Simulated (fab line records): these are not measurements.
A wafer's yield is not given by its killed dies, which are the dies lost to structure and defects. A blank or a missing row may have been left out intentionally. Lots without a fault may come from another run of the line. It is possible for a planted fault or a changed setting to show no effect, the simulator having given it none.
A struck lot beside a sound one | flow sky130 | 21 steps out of a route of 708
Sound: wafers L992.2, L992.4, L992.6. Struck: wafer L987.4 (L987.1, L987.6, from the same lot, were not struck and are left out); the cause is given at the end.
For every step that has rows: the tool of each side, followed by ch and its chambers, followed by its first start. Under that, the readings that differ: sound wafers | struck wafers | difference of the means | sigmas: that difference in standard deviations of wafers without a fault.
alike: same words and numbers on both sides, and readings whose means sit less than 2 such deviations apart. not compared: any withheld reading, any reading some wafer has no value for, any bound like >300 that may hide the same value, and any number with overlapping values for which the record gives no deviation.
Wherever a step has rows on one side only, a row that says differs or no value, or a row with sigmas, the two part there. When numbers do not overlap yet have no deviation, they are printed without sigmas and do not part them. Lack of a reading on every wafer of one side parts them only where that side has two or more wafers.

first, 4 steps without rows for these wafers: SKY_METAL2_STRIP_21 (strips in post etch residue remover, time 1200 s); SKY_METAL2_CLEAN_22 (cleans in IPA, time 180 s); SKY_METAL2_CLEAN_23 (cleans in O3/DIW); SKY_VIA2_HDPCVD_00 (deposits SiO2, target thk 1180 nm, time 196.7 s).
SKY_VIA2_THK_MEAS_01:
  sound: film metro-04 at day 41 09:34; struck: film metro-02 at day 40 06:18
  alike: VIA2_HDPCVD_THK
SKY_VIA2_CMP_02: polishes SiO2.
  sound on cmp-02 ch 0,3, day 41 09:37; struck on cmp-01 ch 2, day 40 06:22
  reading             | sound          | struck | difference | sigmas
  motor current A (A) | 12.9 10.4 10.1 | 13.8   | +2.7       | +2
SKY_VIA2_BOW_MEAS_03:
  sound: film metro-03 at day 41 09:56; struck: film metro-04 at day 40 06:40
  alike: VIA2_BOW
then, 5 steps without rows for these wafers: SKY_VIA2_DEHYDRATE_04 (time 60 s); SKY_VIA2_HMDS_05 (prime time 60 s); SKY_VIA2_COAT_06 (resist thk 60 nm); SKY_VIA2_COAT_07 (resist thk 450 nm); SKY_VIA2_SOFTBAKE_08 (time 90 s).
SKY_VIA2_EXPOSE_09: exposes mask VIM2, target cd 200 nm.
  sound on krf scanner-01 ch 0, day 41 22:46; struck on krf scanner-02 ch 0, day 40 19:49
  alike: mask
then, 2 steps without rows for these wafers: SKY_VIA2_PEB_10; SKY_VIA2_DEVELOP_11 (develop time 60 s).
SKY_VIA2_CD_MEAS_12: the cd target is 200 nm.
  sound: cd sem-01 at day 42 10:26; struck: cd sem-01 at day 41 07:04
  reading    | sound             | struck | difference | sigmas
  cd nm (nm) | 199.4 202.3 201.0 | 181.7  | -19.2      | -13
SKY_VIA2_OVL_MEAS_13:
  sound: overlay-01 at day 42 10:32; struck: overlay-02 at day 41 07:11
  alike: VIA2_OVL
SKY_VIA2_ETCH_14: etches BARC in N2/H2, stops on SiO2, time 45.9 s, target depth 60 nm.
  sound on rie diel-01 ch 0,2, day 42 10:34; struck on rie diel-02 ch 3, day 41 07:13
  reading               | sound             | struck | difference | sigmas
  model.VIA2.cd nm (nm) | 199.2 202.3 200.1 | 181.6  | -18.9      |
  alike: chamber pressure mTorr, drypump motor current A, oes product au, throttle valve pct
  not compared: rf hours counter h
SKY_VIA2_ETCH_15: etches SiO2 in C4F8/O2/Ar, stops on TiN, target depth 546 nm, time 84 s.
  sound on rie diel-01 ch 0,2, day 42 10:36; struck on rie diel-02 ch 3, day 41 07:16
  reading               | sound             | struck | difference | sigmas
  model.VIA2.cd nm (nm) | 196.1 202.8 198.9 | 181.5  | -17.8      |
  alike: chamber pressure mTorr, oes product au
SKY_VIA2_STRIP_16: strips in O2/N2.
  sound on plasma asher-01 ch 1, day 42 10:40; struck on plasma asher-01 ch 1, day 41 07:20
  alike: chamber pressure mTorr, drypump motor current A, oes product au, strip time to endpoint s
  not compared: rf hours counter h
-- the record jumps here: 9 days lie between the struck wafers' starts before and after (it left off in module VIA2 and takes up again in module PAD_OPEN, whose first step shown is number 708 of the route) --
SKY_PAD_OPEN_PROBE_99:
  sound: prober-02 at day 50 20:01; struck: prober-01 at day 50 01:59
  reading                       | sound             | struck | difference | sigmas
  killed_at_M0_to_M3            | 38 34 50          | 60     | +19        | +3
  killed_at_M4_up               | 5 5 4             | 0      | -5         | -3
  model.etest.via2 chain.rc ohm | 10.43 10.12 10.26 | 11.64  | +1.37      |
  alike: defect limited yield, killed at contacts, killed at front end, killed at other, killed dies, killed on rim, killed open, killed short, sort_bin_3_pad_short, sort_bin_5_function, sort_bin_6_memory, sort n pass, sort yield pct

== WHERE THEY PART ==
First at SKY_VIA2_CMP_02; last, within this record, at SKY_PAD_OPEN_PROBE_99.

WHY: what had been put in by the simulator
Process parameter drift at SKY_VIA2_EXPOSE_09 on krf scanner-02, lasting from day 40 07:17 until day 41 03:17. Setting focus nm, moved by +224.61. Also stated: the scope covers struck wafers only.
